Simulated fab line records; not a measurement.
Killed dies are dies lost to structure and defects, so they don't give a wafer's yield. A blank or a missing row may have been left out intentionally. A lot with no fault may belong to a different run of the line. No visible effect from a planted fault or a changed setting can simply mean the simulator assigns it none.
What tool caused it? -- flow gf180mcu -- 18 wafers from 6 lots sampled at 2 of the route's 602 steps

== WHAT EACH GAUGE READ, for each wafer ==
GF_MVSD_OVL_MEAS_07.
lot,measured,on,MVSD_OVL (nm)
L295,day 5 04:34,overlay-02,0.3 -0.4 1.6
L297,day 5 18:07,overlay-02,0.2 -0.9 -0.5
L306,day 7 22:37,overlay-01,- - -
L309,day 8 15:23,overlay-01,0.9 1.6 1.3
L312,day 9 08:13,overlay-02,0.5 1.2 0.9
L315,day 10 02:05,overlay-02,-0.7 0.4 -1.9

== WHAT TOOL EACH LOT RAN ON (gives the tool, then ch and the chambers of the sampled wafers, and finally the start) ==
lot,GF_MVSD_EXPOSE_04
L295,"iline stepper-02 ch 0, day 4 22:01"
L297,"iline stepper-01 ch 0, day 5 11:21"
L306,"iline stepper-01 ch 0, day 7 14:54"
L309,"iline stepper-01 ch 0, day 8 07:16"
L312,"iline stepper-01 ch 0, day 8 23:51"
L315,"iline stepper-01 ch 0, day 9 18:09"
- GF_MVSD_EXPOSE_04: exposes mask MVSD, target cd 1000 nm.

== THE ANSWER, worked out from the rows above alone ==
Rule: what is usual is taken from the lots themselves. Put in order of their means at a reading, lots are off if they are a third of the lots or fewer, leave a main group of 4 or more, and stand apart from it by a gap of 3 or more times the standard deviation of the main group's means; of several such gaps the widest counts. If all means in a main group match to the digits the tables above print for the reading, that group is not used. A lot without any number at a reading at which 4 lots or more have one is off too. Where the step has rows for the other lots, those lots are counted as sound.
Off: at GF_MVSD_OVL_MEAS_07 (MVSD_OVL), L306. Without a number there: L306. The main group has a mean of 0.3 nm with a standard deviation of 0.76.
A tool fits if, at a process step before that reading, it ran every lot that is off, and no sound lot after the first of them. Those tools and the gauges at GF_MVSD_OVL_MEAS_07 are tried in the same way. Not one of the candidates tried fits.

== WHAT THE SIMULATOR HAD INSERTED ==
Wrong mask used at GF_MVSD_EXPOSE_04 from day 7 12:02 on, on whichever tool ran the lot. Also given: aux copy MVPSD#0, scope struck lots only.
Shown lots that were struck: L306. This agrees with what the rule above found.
